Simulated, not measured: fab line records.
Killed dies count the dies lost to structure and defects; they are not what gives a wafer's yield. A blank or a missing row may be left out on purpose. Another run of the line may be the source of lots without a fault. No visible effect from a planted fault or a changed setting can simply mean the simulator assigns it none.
A struck lot beside a sound one | flow sky130 | 30 out of 708 route steps
Sound: the wafers L302.1, L302.2, L302.4. Wafers L305.2, L305.4, L305.6 were the ones struck. The cause is given at the end.
Per side, at each step with rows, come the tool, then ch with its chambers, and then its first start. Under that, the readings that differ: sound wafers | struck wafers | difference of the means | sigmas: that difference in standard deviations of wafers without a fault.
alike: readings whose means differ by less than 2 such deviations, and words and numbers that are the same on both sides. not compared: withheld readings, readings that some wafer has no value for, bounds like >300 that may hide the same value, and numbers for which the record gives no deviation and whose values overlap.
The two part at a step that has a row with sigmas, a row that says differs or no value, or rows on one side only. When numbers do not overlap yet have no deviation, they are printed without sigmas and do not part them. Lack of a reading on every wafer of one side parts them only where that side has two or more wafers.

first, 5 steps without rows for these wafers: SKY_SONOS_ONO_COAT_08 (resist thk 1140 nm); SKY_SONOS_ONO_SOFTBAKE_09 (time 60 s); SKY_SONOS_ONO_EXPOSE_10 (exposes mask ONOM, target cd 410 nm); SKY_SONOS_ONO_PEB_11; SKY_SONOS_ONO_DEVELOP_12 (develop time 60 s).
SKY_SONOS_ONO_CD_MEAS_13 targets a cd of 410 nm.
  sound on cd sem-01, day 18 17:44; struck on cd sem-02, day 19 03:07
  alike: cd nm
SKY_SONOS_ONO_OVL_MEAS_14:
  sound on overlay-02, day 18 17:52; struck on overlay-01, day 19 03:13
  alike: SONOS_ONO_OVL
SKY_SONOS_ONO_ETCH_15: etches the open film in CHF3/O2, target depth 19.52 nm, time 7.8 s.
  sound on rie diel-02 ch 0,1,3, day 18 17:54; struck on rie diel-02 ch 0,2, day 19 03:15
  alike: drypump motor current A, oes product au, throttle valve pct
  not compared: rf hours counter h
then, 1 step without rows for these wafers: SKY_SONOS_ONO_WET_ETCH_16 (etches SiO2 in dHF, target depth 14 nm, time 280 s).
SKY_SONOS_ONO_STRIP_17: strips in O2/N2.
  sound on plasma asher-01 ch 0,1, day 18 18:00; struck on plasma asher-02 ch 1, day 19 03:21
  reading                      | sound             | struck            | difference | sigmas
  strip time to endpoint s (s) | 14.13 14.12 14.17 | 14.06 14.04 14.05 | -0.09      | -2
  alike: drypump motor current A, oes product au
  not compared: rf hours counter h
then, 2 steps without rows for these wafers: SKY_SONOS_ONO_WET_ETCH_18 (etches Si3N4 in H3PO4, target depth 15 nm, time 172 s); SKY_GATE_OXIDE_CLEAN_00 (cleans in SC1/SC2, time 150 s).
SKY_GATE_OXIDE_OXIDATION_01: stabilise 600 s, purge 300 s, target thk 10.268 nm.
  sound on furnace-01 ch 0, day 18 18:57; struck on furnace-02 ch 0, day 19 03:37
  reading                                           | sound             | struck               | difference | sigmas
  ox time s (s)                                     | 1473 1473 1473    | 1973.8 1973.8 1973.8 | +500.8     |
  spike tc centre C (C)                             | 899.8 898.9 900.8 | 901.3 902.4 902.3    | +2.2       | +2
  zone power centre pct (%)                         | 18.4 18.9 18.6    | 19.4 19.5 19.4       | +0.8       | +2
  model.SiO2_of_GATE_OXIDE_OXIDATION_01.thk nm (nm) | 10.36 10.28 10.37 | 12.48 12.57 12.49    | +2.18      |
SKY_GATE_OXIDE_THK_MEAS_02:
  sound on film metro-04, day 18 20:22; struck on film metro-04, day 19 05:02
  reading                          | sound             | struck            | difference | sigmas
  GATE_OXIDE_OXIDATION_00_THK (nm) | 10.34 10.28 10.37 | 12.42 12.58 12.43 | +2.15      | +11
then, 7 steps without rows for these wafers: SKY_GATE_OXIDE_DEHYDRATE_03 (time 60 s); SKY_GATE_OXIDE_HMDS_04 (prime time 60 s); SKY_GATE_OXIDE_COAT_05 (resist thk 1140 nm); SKY_GATE_OXIDE_SOFTBAKE_06 (time 60 s); SKY_GATE_OXIDE_EXPOSE_07 (exposes mask LVOM, target cd 600 nm); SKY_GATE_OXIDE_PEB_08; SKY_GATE_OXIDE_DEVELOP_09 (develop time 60 s).
SKY_GATE_OXIDE_OVL_MEAS_10:
  sound on overlay-02, day 20 02:38; struck on overlay-01, day 20 10:48
  alike: GATE_OXIDE_OVL
then, 2 steps without rows for these wafers: SKY_GATE_OXIDE_IMPLANT_11; SKY_GATE_OXIDE_WET_ETCH_12 (etches SiO2 in dHF, target depth 16.8 nm, time 336 s).
SKY_GATE_OXIDE_STRIP_13: strips in O2/N2.
  sound on plasma asher-04 ch 0,1, day 20 02:56; struck on plasma asher-02 ch 0, day 20 11:05
  alike: drypump motor current A, oes product au, strip time to endpoint s
  not compared: rf hours counter h
SKY_GATE_OXIDE_TW_MEAS_14:
  sound on film metro-04, day 20 03:02; struck on film metro-02, day 20 11:12
  alike: GATE_OXIDE_TW
then, 1 step without rows for these wafers: SKY_GATE_OXIDE_CLEAN_15 (cleans in SC1/SC2, time 150 s).
SKY_GATE_OXIDE_OXIDATION_16: stabilise 600 s, purge 300 s, target thk 3.57 nm.
  sound on furnace-01 ch 0, day 20 03:25; struck on furnace-01 ch 0, day 20 11:32
  reading                                           | sound             | struck            | difference | sigmas
  model.SiO2_of_GATE_OXIDE_OXIDATION_01.thk nm (nm) | 11.72 11.63 11.78 | 13.69 13.77 13.69 | +2.01      |
  alike: ox time s, spike tc centre C, zone power centre pct
then, 1 step without rows for these wafers: SKY_POLY_GATE_CVD_00 (deposits poly-Si, target thk 180 nm, time 720 s).
-- record jumps: 30 days separate the struck wafers' starts on either side; left off in module POLY_GATE, taken up again in module PAD_OPEN, whose first shown step is the route's number 708 --
SKY_PAD_OPEN_PROBE_99:
  sound on prober-02, day 49 22:28; struck on prober-01, day 50 03:00
  reading                                | sound                         | struck                        | difference | sigmas
  model.etest.nfet_16v.r on ohm um       | 1.383e+04 1.382e+04 1.384e+04 | 1.527e+04 1.541e+04 1.517e+04 | +1.453e+03 |
  model.etest.pfet_16v.r on ohm um       | 1.498e+04 1.485e+04 1.528e+04 | 1.633e+04 1.626e+04 1.629e+04 | +1.257e+03 |
  model.etest.tip sonos.rs ohm sq        | 2759 2723 2769                | 3345 3356 3286                | +579       |
  model.etest.pfet g5v0d10v5.r on ohm um | 4753 4760 4745                | 5280 5329 5244                | +532       |
  model.etest.nfet g5v0d10v5.r on ohm um | 1889 1885 1879                | 2087 2082 2063                | +193       |
  model.etest.nfet g5v0d10v5.drive ua um | 595.4 608.2 594.8             | 515.9 513.7 517.3             | -83.8      |
  model.etest.nfet_05v0_nvt.drive ua um  | 569.4 574.9 563.5             | 498.3 491.1 496.5             | -74.0      |
  model.etest.pfet g5v0d10v5.drive ua um | 337.9 341.1 337.3             | 297.4 291.7 298.2             | -43.0      |
  alike: killed_at_M0_to_M3, killed_at_M4_up, killed at contacts, killed at front end, killed at other, killed dies, killed open, killed short

## WHERE THEY PART
First at SKY_SONOS_ONO_STRIP_17; last, within this record, at SKY_GATE_OXIDE_THK_MEAS_02. Later steps at which nothing parts them and some readings are alike: SKY_GATE_OXIDE_OVL_MEAS_10, SKY_GATE_OXIDE_STRIP_13, SKY_GATE_OXIDE_TW_MEAS_14, SKY_GATE_OXIDE_OXIDATION_16, SKY_PAD_OPEN_PROBE_99.

WHY: what had been put in by the simulator
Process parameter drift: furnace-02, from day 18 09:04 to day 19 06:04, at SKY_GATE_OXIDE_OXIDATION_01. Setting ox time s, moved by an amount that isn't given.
